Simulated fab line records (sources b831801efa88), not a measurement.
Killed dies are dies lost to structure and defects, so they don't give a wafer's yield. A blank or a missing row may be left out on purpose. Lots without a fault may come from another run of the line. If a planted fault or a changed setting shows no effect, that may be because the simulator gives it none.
Code-filled problem report in 8D (eight disciplines) form ; flow sky130 ; the parts of the form that need people (team, actions taken, sign-off) are left out

## 1. THE ISSUE
bias_w at SKY_POLY_GATE_ETCH_17 reads a mean of 112.37 W on 2 wafers of 2 lots; wafers without a fault read 99.99 W with a standard deviation of 0.24. Measured from the usual mean, that is +52 standard deviations.
The step: etches poly-Si in HBr/Cl2, stops on SiO2, target depth 180 nm, time 70.5 s.
Earliest sighting: wafer L635.3 on rie_si-02 at day 20 09:06. The record has a number at this step for 42 wafers belonging to 14 lots. The rule behind "out" and "out of limits": a value lying over 4 standard deviations away from the usual mean. The other wafers with a number count as sound.

## 2. WHAT THIS IS AND IS NOT
question;is;is not
which readings at this step;bias_w;drypump_motor_current_A, oes_product_au, throttle_valve_pct
which lots;L635, L636;L624, L626, L627, L628, L629, L630, L631, L632, L644, L645, L646, L647
which wafers of those lots;L635.3, L636.4;L635.4, L635.5, L636.1, L636.2
read on which tools;rie_si-02;rie_si-01
when;from day 20 09:06;"up to then (26 sound wafers); but 14 sound wafers of L636, L644, L645, L646, L647 came after"

## 3. THE SUSPECTS, EACH WITH WHAT RULES IT OUT
Counting: any tool at a process step up to the reading remains a suspect provided it ran every lot that is out. Sound lots after the first of them don't rule it out here, since some wafers of a struck lot are sound.
- rie_si-02 at SKY_POLY_GATE_ETCH_17 (etches poly-Si in HBr/Cl2, stops on SiO2, target depth 180 nm, time 70.5 s): kept. Every lot that is out went through it, the first being L635 (day 20 09:06); the last sound lot it ran before that was L630 (day 18 16:10). Its own bias_w readings are out on those wafers.
- In rie_si-02 at SKY_POLY_GATE_ETCH_17, the wafers that are out were processed in chamber 2 and their sound lot-mates in chambers 0, 3.
After counting, what remains is rie_si-02 at SKY_POLY_GATE_ETCH_17.

## 4. THE CAUSE (what the simulator had put in)
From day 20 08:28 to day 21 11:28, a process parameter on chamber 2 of rie_si-02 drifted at SKY_POLY_GATE_ETCH_17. Setting bias_w shifted by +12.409 from 100. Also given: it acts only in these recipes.
Counting left only this tool.

## 5. SEQUENCE OF EFFECTS, ordered by route
Rows list readings where the struck wafers' mean (over those with a number) sits beyond 3 standard deviations from the usual. Scope: only readings with a usual standard deviation given in the record; hours: median across lots of the time from each lot's start at the first step in this table that gives one to its start at this step; sigmas: change in usual standard deviations.
hours;step;reading;usual;on struck wafers;change;sigmas
0;SKY_POLY_GATE_ETCH_17;bias_w;99.99 W;112.37;+12.38;+52
Process steps it contains:
- SKY_POLY_GATE_ETCH_17: etches poly-Si in HBr/Cl2, stops on SiO2, target depth 180 nm, time 70.5 s.
Later measuring or inspecting steps at which every struck wafer that the step has a row for has a number for every such reading, and none has moved that far: SKY_LDD_LDN_TW_MEAS_13.

## 6. HOW IT WOULD HAVE BEEN CAUGHT EARLIER
In this record the first reading out of limits was taken at day 20 09:06, 1 hour after the fault began at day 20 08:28.
